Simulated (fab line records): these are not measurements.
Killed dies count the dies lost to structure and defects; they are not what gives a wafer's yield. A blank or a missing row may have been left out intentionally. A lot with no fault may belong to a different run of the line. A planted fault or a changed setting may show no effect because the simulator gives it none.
fab line records / flow sky130
record lots=13 wafers=39 last-day=50
route steps=708 shown LOCAL_INTERCONNECT@398 CONTACT@406 METAL1@437
lots that met no fault: from a run of the same line without faults
start-h: start of the lot's first displayed wafer, in hours after the record's first day / wait-h: time in hours since the lot's previous step / " same as the row above / L1.1+2: several wafers, shown together as one row / - either no value or no given start / * or withheld: withheld / < > ~ a bound
route shown NAME@n: a module of which the file shows steps, and the number in the route of the first / usual: average and standard deviation across the fault-free wafers / same: alike in all rows / chamber/n: place in a boat / sites: each site's reading / _std_site: how widely they spread, as a standard deviation / _edge_site: outer sites' mean less inner sites' / radius-mm: for every site, how far away it sits from the centre of the wafer / mask NAME#n: copy n / behind: the most recent tool/chamber to have shaped the wafer / hold: why the lot went on hold/how many hours it stayed there/how the hold came to an end / device: whichever transistor did not switch (one of n, p or np) / end of line: the same wafers' tests at the end of the route / a step with no rows: only its recipe / killed: at the first sort, the dies lost to defects and structure; wafer yield is something else / map: per-die view of a wafer (x killed, . not killed, _ where there is no die)
set.NAME: the setting as run; set.NAME@STEP: as run at that earlier step / model.NAME: the simulator's own value behind a step, which no gauge read
route steps across a sampled set of lots; one table per step, one row per wafer
services: the hour from which a tool's chamber was out of use, counted from the record's first day as start-h (under 0 if before that day), plus the number of hours and why
## steps
# step SKY_LOCAL_INTERCONNECT_CD_MEAS_11
# recipe target-cd-nm=170
# usual cd-nm=170.7/1.6
lot.wafer=L527.1 tool=cd-sem-01 chamber=- start-h=710.35 wait-h=- cd-nm=170.4
lot.wafer=L527.3 tool=cd-sem-01 chamber=- start-h=710.35 wait-h=- cd-nm=168.7
lot.wafer=L527.4 tool=cd-sem-01 chamber=- start-h=710.35 wait-h=- cd-nm=169.6
lot.wafer=L528.1 tool=cd-sem-02 chamber=- start-h=715.90 wait-h=- cd-nm=173.4
lot.wafer=L528.2 tool=cd-sem-02 chamber=- start-h=715.90 wait-h=- cd-nm=171.9
lot.wafer=L528.5 tool=cd-sem-02 chamber=- start-h=715.90 wait-h=- cd-nm=171.6
lot.wafer=L529.2 tool=cd-sem-02 chamber=- start-h=716.89 wait-h=- cd-nm=171.4
lot.wafer=L529.3 tool=cd-sem-02 chamber=- start-h=716.89 wait-h=- cd-nm=170.2
lot.wafer=L529.4 tool=cd-sem-02 chamber=- start-h=716.89 wait-h=- cd-nm=170.5
lot.wafer=L532.1 tool=cd-sem-01 chamber=- start-h=752.50 wait-h=- cd-nm=171.4
lot.wafer=L532.4 tool=cd-sem-01 chamber=- start-h=752.50 wait-h=- cd-nm=170.6
lot.wafer=L532.5 tool=cd-sem-01 chamber=- start-h=752.50 wait-h=- cd-nm=172.1
lot.wafer=L533.3 tool=cd-sem-02 chamber=- start-h=755.26 wait-h=- cd-nm=169.5
lot.wafer=L533.4 tool=cd-sem-02 chamber=- start-h=755.26 wait-h=- cd-nm=170.9
lot.wafer=L533.5 tool=cd-sem-02 chamber=- start-h=755.26 wait-h=- cd-nm=169.2
lot.wafer=L539.3 tool=cd-sem-01 chamber=- start-h=794.44 wait-h=- cd-nm=170.5
lot.wafer=L539.4 tool=cd-sem-01 chamber=- start-h=794.44 wait-h=- cd-nm=171.4
lot.wafer=L539.5 tool=cd-sem-01 chamber=- start-h=794.44 wait-h=- cd-nm=171.7
lot.wafer=L544.1 tool=cd-sem-01 chamber=- start-h=849.15 wait-h=- cd-nm=168.2
lot.wafer=L544.2 tool=cd-sem-01 chamber=- start-h=849.15 wait-h=- cd-nm=169.3
lot.wafer=L544.4 tool=cd-sem-01 chamber=- start-h=849.15 wait-h=- cd-nm=170.4
lot.wafer=L546.2 tool=cd-sem-01 chamber=- start-h=850.02 wait-h=- cd-nm=171.7
lot.wafer=L546.4 tool=cd-sem-01 chamber=- start-h=850.02 wait-h=- cd-nm=171.1
lot.wafer=L546.5 tool=cd-sem-01 chamber=- start-h=850.02 wait-h=- cd-nm=170.9
lot.wafer=L545.2 tool=cd-sem-01 chamber=- start-h=851.32 wait-h=- cd-nm=170.0
lot.wafer=L545.3 tool=cd-sem-01 chamber=- start-h=851.32 wait-h=- cd-nm=170.3
lot.wafer=L545.4 tool=cd-sem-01 chamber=- start-h=851.32 wait-h=- cd-nm=170.1
lot.wafer=L547.4 tool=cd-sem-01 chamber=- start-h=854.21 wait-h=- cd-nm=172.0
lot.wafer=L547.5 tool=cd-sem-01 chamber=- start-h=854.21 wait-h=- cd-nm=170.5
lot.wafer=L547.6 tool=cd-sem-01 chamber=- start-h=854.21 wait-h=- cd-nm=169.3
lot.wafer=L548.1 tool=cd-sem-02 chamber=- start-h=867.50 wait-h=- cd-nm=169.6
lot.wafer=L548.5 tool=cd-sem-02 chamber=- start-h=867.50 wait-h=- cd-nm=169.6
lot.wafer=L548.6 tool=cd-sem-02 chamber=- start-h=867.50 wait-h=- cd-nm=170.1
lot.wafer=L549.1 tool=cd-sem-01 chamber=- start-h=871.90 wait-h=- cd-nm=170.9
lot.wafer=L549.2 tool=cd-sem-01 chamber=- start-h=871.90 wait-h=- cd-nm=170.2
lot.wafer=L549.4 tool=cd-sem-01 chamber=- start-h=871.90 wait-h=- cd-nm=169.9
lot.wafer=L550.3 tool=cd-sem-02 chamber=- start-h=880.19 wait-h=- cd-nm=173.5
lot.wafer=L550.4 tool=cd-sem-02 chamber=- start-h=880.19 wait-h=- cd-nm=174.0
lot.wafer=L550.5 tool=cd-sem-02 chamber=- start-h=880.19 wait-h=- cd-nm=174.3
# step SKY_CONTACT_CVD_00
# recipe material=Si3N4 target-thk-nm=75 temp-c=400 time-s=withheld rf-w=450
# usual heater-power-w=721/120
lot.wafer=L527.1 tool=pecvd-04 chamber=2 start-h=711.21 wait-h=0.0 heater-power-w=687
lot.wafer=L527.3 tool=pecvd-04 chamber=1 start-h=711.21 wait-h=0.0 heater-power-w=765
lot.wafer=L527.4 tool=pecvd-04 chamber=1 start-h=711.21 wait-h=0.0 heater-power-w=772
lot.wafer=L528.1 tool=pecvd-01 chamber=1 start-h=716.76 wait-h=0.0 heater-power-w=703
lot.wafer=L528.2 tool=pecvd-01 chamber=2 start-h=716.76 wait-h=0.0 heater-power-w=700
lot.wafer=L528.5 tool=pecvd-01 chamber=2 start-h=716.76 wait-h=0.0 heater-power-w=698
lot.wafer=L529.2 tool=pecvd-04 chamber=0 start-h=717.74 wait-h=0.0 heater-power-w=774
lot.wafer=L529.3 tool=pecvd-04 chamber=2 start-h=717.74 wait-h=0.0 heater-power-w=785
lot.wafer=L529.4 tool=pecvd-04 chamber=0 start-h=717.74 wait-h=0.0 heater-power-w=744
lot.wafer=L532.1 tool=pecvd-01 chamber=1 start-h=753.37 wait-h=0.0 heater-power-w=688
lot.wafer=L532.4 tool=pecvd-01 chamber=0 start-h=753.37 wait-h=0.0 heater-power-w=581
lot.wafer=L532.5 tool=pecvd-01 chamber=2 start-h=753.37 wait-h=0.0 heater-power-w=693
lot.wafer=L533.3 tool=pecvd-04 chamber=1 start-h=756.11 wait-h=0.0 heater-power-w=817
lot.wafer=L533.4 tool=pecvd-04 chamber=1 start-h=756.11 wait-h=0.0 heater-power-w=828
lot.wafer=L533.5 tool=pecvd-04 chamber=2 start-h=756.11 wait-h=0.0 heater-power-w=749
lot.wafer=L539.3 tool=pecvd-01 chamber=1 start-h=795.26 wait-h=0.0 heater-power-w=678
lot.wafer=L539.4 tool=pecvd-01 chamber=0 start-h=795.26 wait-h=0.0 heater-power-w=553
lot.wafer=L539.5 tool=pecvd-01 chamber=1 start-h=795.26 wait-h=0.0 heater-power-w=652
lot.wafer=L544.1 tool=pecvd-03 chamber=1 start-h=850.01 wait-h=0.0 heater-power-w=962
lot.wafer=L544.2 tool=pecvd-03 chamber=0 start-h=850.01 wait-h=0.0 heater-power-w=801
lot.wafer=L544.4 tool=pecvd-03 chamber=2 start-h=850.01 wait-h=0.0 heater-power-w=647
lot.wafer=L546.2 tool=pecvd-01 chamber=1 start-h=850.86 wait-h=0.0 heater-power-w=702
lot.wafer=L546.4 tool=pecvd-01 chamber=1 start-h=850.86 wait-h=0.0 heater-power-w=702
lot.wafer=L546.5 tool=pecvd-01 chamber=0 start-h=850.86 wait-h=0.0 heater-power-w=528
lot.wafer=L545.2 tool=pecvd-04 chamber=2 start-h=852.16 wait-h=0.0 heater-power-w=765
lot.wafer=L545.3 tool=pecvd-04 chamber=1 start-h=852.16 wait-h=0.0 heater-power-w=836
lot.wafer=L545.4 tool=pecvd-04 chamber=2 start-h=852.16 wait-h=0.0 heater-power-w=763
lot.wafer=L547.4 tool=pecvd-03 chamber=1 start-h=855.03 wait-h=0.0 heater-power-w=966
lot.wafer=L547.5 tool=pecvd-03 chamber=0 start-h=855.03 wait-h=0.0 heater-power-w=745
lot.wafer=L547.6 tool=pecvd-03 chamber=2 start-h=855.03 wait-h=0.0 heater-power-w=654
lot.wafer=L548.1 tool=pecvd-01 chamber=2 start-h=868.36 wait-h=0.0 heater-power-w=580
lot.wafer=L548.5 tool=pecvd-01 chamber=1 start-h=868.36 wait-h=0.0 heater-power-w=599
lot.wafer=L548.6 tool=pecvd-01 chamber=2 start-h=868.36 wait-h=0.0 heater-power-w=565
lot.wafer=L549.1 tool=pecvd-03 chamber=0 start-h=875.49 wait-h=0.0 heater-power-w=759
lot.wafer=L549.2 tool=pecvd-03 chamber=1 start-h=875.49 wait-h=0.0 heater-power-w=907
lot.wafer=L549.4 tool=pecvd-03 chamber=0 start-h=875.49 wait-h=0.0 heater-power-w=755
lot.wafer=L550.3 tool=pecvd-01 chamber=0 start-h=881.05 wait-h=0.0 heater-power-w=566
lot.wafer=L550.4 tool=pecvd-01 chamber=1 start-h=881.05 wait-h=0.0 heater-power-w=642
lot.wafer=L550.5 tool=pecvd-01 chamber=2 start-h=881.05 wait-h=0.0 heater-power-w=699
# step SKY_METAL1_SPUTTER_03
# recipe material=Ti target-thk-nm=5 power-w=3000 time-s=3.3 chamber-pressure-pa=0.4
# usual cathode-dc-power-W=3000.0/0.58 throttle-valve-pct=30.0/0.9
lot.wafer=L527.1 tool=pvd-sputter-02 chamber=- start-h=740.49 wait-h=0.0 cathode-dc-power-W=3000.5 throttle-valve-pct=30.0
lot.wafer=L527.3 tool=pvd-sputter-02 chamber=- start-h=740.49 wait-h=0.0 cathode-dc-power-W=2999.1 throttle-valve-pct=30.8
lot.wafer=L527.4 tool=pvd-sputter-02 chamber=- start-h=740.49 wait-h=0.0 cathode-dc-power-W=3000.2 throttle-valve-pct=28.2
lot.wafer=L528.1 tool=pvd-sputter-04 chamber=- start-h=746.40 wait-h=0.0 cathode-dc-power-W=2999.4 throttle-valve-pct=29.7
lot.wafer=L528.2 tool=pvd-sputter-04 chamber=- start-h=746.40 wait-h=0.0 cathode-dc-power-W=2999.9 throttle-valve-pct=30.9
lot.wafer=L528.5 tool=pvd-sputter-04 chamber=- start-h=746.40 wait-h=0.0 cathode-dc-power-W=2999.7 throttle-valve-pct=31.1
lot.wafer=L529.2 tool=pvd-sputter-01 chamber=- start-h=747.38 wait-h=0.0 cathode-dc-power-W=2999.5 throttle-valve-pct=28.8
lot.wafer=L529.3 tool=pvd-sputter-01 chamber=- start-h=747.38 wait-h=0.0 cathode-dc-power-W=3000.1 throttle-valve-pct=28.8
lot.wafer=L529.4 tool=pvd-sputter-01 chamber=- start-h=747.38 wait-h=0.0 cathode-dc-power-W=2999.9 throttle-valve-pct=29.9
lot.wafer=L532.1 tool=pvd-sputter-02 chamber=- start-h=783.15 wait-h=0.0 cathode-dc-power-W=3000.8 throttle-valve-pct=30.0
lot.wafer=L532.4 tool=pvd-sputter-02 chamber=- start-h=783.15 wait-h=0.0 cathode-dc-power-W=3000.3 throttle-valve-pct=28.5
lot.wafer=L532.5 tool=pvd-sputter-02 chamber=- start-h=783.15 wait-h=0.0 cathode-dc-power-W=2999.3 throttle-valve-pct=30.9
lot.wafer=L533.3 tool=pvd-sputter-04 chamber=- start-h=785.47 wait-h=0.0 cathode-dc-power-W=3000.0 throttle-valve-pct=29.7
lot.wafer=L533.4 tool=pvd-sputter-04 chamber=- start-h=785.47 wait-h=0.0 cathode-dc-power-W=3000.0 throttle-valve-pct=30.9
lot.wafer=L533.5 tool=pvd-sputter-04 chamber=- start-h=785.47 wait-h=0.0 cathode-dc-power-W=2999.7 throttle-valve-pct=31.6
lot.wafer=L539.3 tool=pvd-sputter-04 chamber=- start-h=823.45 wait-h=0.0 cathode-dc-power-W=2999.6 throttle-valve-pct=29.7
lot.wafer=L539.4 tool=pvd-sputter-04 chamber=- start-h=823.45 wait-h=0.0 cathode-dc-power-W=2866.1 throttle-valve-pct=31.3
lot.wafer=L539.5 tool=pvd-sputter-04 chamber=- start-h=823.45 wait-h=0.0 cathode-dc-power-W=2865.6 throttle-valve-pct=31.3
lot.wafer=L544.1 tool=pvd-sputter-01 chamber=- start-h=878.22 wait-h=0.0 cathode-dc-power-W=2999.8 throttle-valve-pct=29.0
lot.wafer=L544.2 tool=pvd-sputter-01 chamber=- start-h=878.22 wait-h=0.0 cathode-dc-power-W=3000.2 throttle-valve-pct=30.2
lot.wafer=L544.4 tool=pvd-sputter-01 chamber=- start-h=878.22 wait-h=0.0 cathode-dc-power-W=2999.6 throttle-valve-pct=30.2
lot.wafer=L546.2 tool=pvd-sputter-01 chamber=- start-h=879.47 wait-h=0.0 cathode-dc-power-W=2999.9 throttle-valve-pct=29.9
lot.wafer=L546.4 tool=pvd-sputter-01 chamber=- start-h=879.47 wait-h=0.0 cathode-dc-power-W=3000.7 throttle-valve-pct=28.9
lot.wafer=L546.5 tool=pvd-sputter-01 chamber=- start-h=879.47 wait-h=0.0 cathode-dc-power-W=2999.1 throttle-valve-pct=28.8
lot.wafer=L545.2 tool=pvd-sputter-02 chamber=- start-h=880.42 wait-h=0.0 cathode-dc-power-W=2999.2 throttle-valve-pct=29.9
lot.wafer=L545.3 tool=pvd-sputter-02 chamber=- start-h=880.42 wait-h=0.0 cathode-dc-power-W=3001.0 throttle-valve-pct=30.1
lot.wafer=L545.4 tool=pvd-sputter-02 chamber=- start-h=880.42 wait-h=0.0 cathode-dc-power-W=3000.0 throttle-valve-pct=30.5
lot.wafer=L547.4 tool=pvd-sputter-02 chamber=- start-h=883.26 wait-h=0.0 cathode-dc-power-W=3000.7 throttle-valve-pct=30.2
lot.wafer=L547.5 tool=pvd-sputter-02 chamber=- start-h=883.26 wait-h=0.0 cathode-dc-power-W=3000.9 throttle-valve-pct=30.2
lot.wafer=L547.6 tool=pvd-sputter-02 chamber=- start-h=883.26 wait-h=0.0 cathode-dc-power-W=2998.6 throttle-valve-pct=29.5
lot.wafer=L548.1 tool=pvd-sputter-04 chamber=- start-h=895.73 wait-h=0.0 cathode-dc-power-W=3000.8 throttle-valve-pct=31.1
lot.wafer=L548.5 tool=pvd-sputter-04 chamber=- start-h=895.73 wait-h=0.0 cathode-dc-power-W=3000.1 throttle-valve-pct=29.6
lot.wafer=L548.6 tool=pvd-sputter-04 chamber=- start-h=895.73 wait-h=0.0 cathode-dc-power-W=3000.3 throttle-valve-pct=29.6
lot.wafer=L549.1 tool=pvd-sputter-04 chamber=- start-h=902.05 wait-h=0.0 cathode-dc-power-W=3001.2 throttle-valve-pct=29.8
lot.wafer=L549.2 tool=pvd-sputter-04 chamber=- start-h=902.05 wait-h=0.0 cathode-dc-power-W=2999.8 throttle-valve-pct=31.1
lot.wafer=L549.4 tool=pvd-sputter-04 chamber=- start-h=902.05 wait-h=0.0 cathode-dc-power-W=3000.7 throttle-valve-pct=29.7
lot.wafer=L550.3 tool=pvd-sputter-01 chamber=- start-h=908.17 wait-h=0.0 cathode-dc-power-W=2999.7 throttle-valve-pct=30.0
lot.wafer=L550.4 tool=pvd-sputter-01 chamber=- start-h=908.17 wait-h=0.0 cathode-dc-power-W=2999.2 throttle-valve-pct=28.7
lot.wafer=L550.5 tool=pvd-sputter-01 chamber=- start-h=908.17 wait-h=0.0 cathode-dc-power-W=3001.6 throttle-valve-pct=28.9
# step SKY_METAL1_OVL_MEAS_16
# usual METAL1_OVL=-1/4.3
lot.wafer=L527.1 tool=overlay-01 chamber=- start-h=767.65 wait-h=0.1 METAL1_OVL[nm]=-1
lot.wafer=L527.3 tool=overlay-01 chamber=- start-h=767.65 wait-h=0.1 METAL1_OVL[nm]=-1
lot.wafer=L527.4 tool=overlay-01 chamber=- start-h=767.65 wait-h=0.1 METAL1_OVL[nm]=-3
lot.wafer=L528.1 tool=overlay-01 chamber=- start-h=774.15 wait-h=0.1 METAL1_OVL[nm]=5
lot.wafer=L528.2 tool=overlay-01 chamber=- start-h=774.15 wait-h=0.1 METAL1_OVL[nm]=1
lot.wafer=L528.5 tool=overlay-01 chamber=- start-h=774.15 wait-h=0.1 METAL1_OVL[nm]=-2
lot.wafer=L529.2 tool=overlay-01 chamber=- start-h=774.57 wait-h=0.1 METAL1_OVL[nm]=3
lot.wafer=L529.3 tool=overlay-01 chamber=- start-h=774.57 wait-h=0.1 METAL1_OVL[nm]=-1
lot.wafer=L529.4 tool=overlay-01 chamber=- start-h=774.57 wait-h=0.1 METAL1_OVL[nm]=-1
lot.wafer=L532.1 tool=overlay-02 chamber=- start-h=809.02 wait-h=0.1 METAL1_OVL[nm]=-2
lot.wafer=L532.4 tool=overlay-02 chamber=- start-h=809.02 wait-h=0.1 METAL1_OVL[nm]=4
lot.wafer=L532.5 tool=overlay-02 chamber=- start-h=809.02 wait-h=0.1 METAL1_OVL[nm]=3
lot.wafer=L533.3 tool=overlay-01 chamber=- start-h=812.58 wait-h=0.1 METAL1_OVL[nm]=5
lot.wafer=L533.4 tool=overlay-01 chamber=- start-h=812.58 wait-h=0.1 METAL1_OVL[nm]=1
lot.wafer=L533.5 tool=overlay-01 chamber=- start-h=812.58 wait-h=0.1 METAL1_OVL[nm]=8
lot.wafer=L539.3 tool=overlay-02 chamber=- start-h=849.81 wait-h=0.1 METAL1_OVL[nm]=4
lot.wafer=L539.4 tool=overlay-02 chamber=- start-h=849.81 wait-h=0.1 METAL1_OVL[nm]=2
lot.wafer=L539.5 tool=overlay-02 chamber=- start-h=849.81 wait-h=0.1 METAL1_OVL[nm]=1
lot.wafer=L544.1 tool=overlay-02 chamber=- start-h=903.87 wait-h=0.1 METAL1_OVL[nm]=2
lot.wafer=L544.2 tool=overlay-02 chamber=- start-h=903.87 wait-h=0.1 METAL1_OVL[nm]=-6
lot.wafer=L544.4 tool=overlay-02 chamber=- start-h=903.87 wait-h=0.1 METAL1_OVL[nm]=-6
lot.wafer=L546.2 tool=overlay-02 chamber=- start-h=904.77 wait-h=0.1 METAL1_OVL[nm]=0
lot.wafer=L546.4 tool=overlay-02 chamber=- start-h=904.77 wait-h=0.1 METAL1_OVL[nm]=-4
lot.wafer=L546.5 tool=overlay-02 chamber=- start-h=904.77 wait-h=0.1 METAL1_OVL[nm]=-10
lot.wafer=L545.2 tool=overlay-01 chamber=- start-h=905.66 wait-h=0.1 METAL1_OVL[nm]=-3
lot.wafer=L545.3 tool=overlay-01 chamber=- start-h=905.66 wait-h=0.1 METAL1_OVL[nm]=-6
lot.wafer=L545.4 tool=overlay-01 chamber=- start-h=905.66 wait-h=0.1 METAL1_OVL[nm]=1
lot.wafer=L547.4 tool=overlay-01 chamber=- start-h=908.78 wait-h=0.1 METAL1_OVL[nm]=2
lot.wafer=L547.5 tool=overlay-01 chamber=- start-h=908.78 wait-h=0.1 METAL1_OVL[nm]=5
lot.wafer=L547.6 tool=overlay-01 chamber=- start-h=908.78 wait-h=0.1 METAL1_OVL[nm]=4
lot.wafer=L548.1 tool=overlay-02 chamber=- start-h=920.27 wait-h=0.1 METAL1_OVL[nm]=-4
lot.wafer=L548.5 tool=overlay-02 chamber=- start-h=920.27 wait-h=0.1 METAL1_OVL[nm]=0
lot.wafer=L548.6 tool=overlay-02 chamber=- start-h=920.27 wait-h=0.1 METAL1_OVL[nm]=3
lot.wafer=L549.1 tool=overlay-01 chamber=- start-h=926.25 wait-h=0.1 METAL1_OVL[nm]=-2
lot.wafer=L549.2 tool=overlay-01 chamber=- start-h=926.25 wait-h=0.1 METAL1_OVL[nm]=-2
lot.wafer=L549.4 tool=overlay-01 chamber=- start-h=926.25 wait-h=0.1 METAL1_OVL[nm]=3
lot.wafer=L550.3 tool=overlay-02 chamber=- start-h=933.11 wait-h=0.1 METAL1_OVL[nm]=-3
lot.wafer=L550.4 tool=overlay-02 chamber=- start-h=933.11 wait-h=0.1 METAL1_OVL[nm]=1
lot.wafer=L550.5 tool=overlay-02 chamber=- start-h=933.11 wait-h=0.1 METAL1_OVL[nm]=5
## services
tool=pecvd-03 chamber=1 start-h=688.61 hours=5.0 kind=scheduled-down
tool=pecvd-01 chamber=1 start-h=700.81 hours=7.9 kind=repair
tool=pecvd-01 chamber=2 start-h=726.89 hours=15.2 kind=repair
tool=pecvd-01 chamber=- start-h=732.04 hours=1.0 kind=repair
tool=pecvd-01 chamber=0 start-h=755.24 hours=5.0 kind=scheduled-down
tool=pvd-sputter-01 chamber=- start-h=778.55 hours=5.0 kind=repair
tool=pecvd-01 chamber=2 start-h=779.40 hours=2.1 kind=scheduled-down
tool=pecvd-03 chamber=0 start-h=815.61 hours=4.6 kind=repair
tool=pecvd-01 chamber=2 start-h=816.71 hours=4.5 kind=repair
tool=pecvd-03 chamber=- start-h=817.40 hours=5.5 kind=pm
tool=pvd-sputter-02 chamber=- start-h=842.51 hours=5.4 kind=repair
tool=pvd-sputter-02 chamber=- start-h=877.15 hours=2.6 kind=repair
tool=pvd-sputter-02 chamber=- start-h=887.45 hours=5.4 kind=repair
tool=pecvd-03 chamber=- start-h=889.01 hours=2.8 kind=pm
tool=pecvd-01 chamber=1 start-h=891.90 hours=27.5 kind=repair
## key
first-sign step=SKY_METAL1_SPUTTER_03 reading=cathode-dc-power-W direction=down sigmas=99+ usual=3000.0 struck=2865.8
effect none on later readings
met-at SKY_METAL1_SPUTTER_03
struck-lots L539
struck-wafers L539.4,L539.5
not-acting-at SKY_LOCAL_INTERCONNECT_CD_MEAS_11,SKY_CONTACT_CVD_00,SKY_METAL1_OVL_MEAS_16
onset-between 785.47 823.45
fault kind=process-parameter-drift tool=pvd-sputter-04 chamber=- onset-h=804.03 steps=SKY_METAL1_SPUTTER_03 channel=power-w offset=* shape=step end-h=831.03 acts-in=* stated=* scope=struck-wafers-only
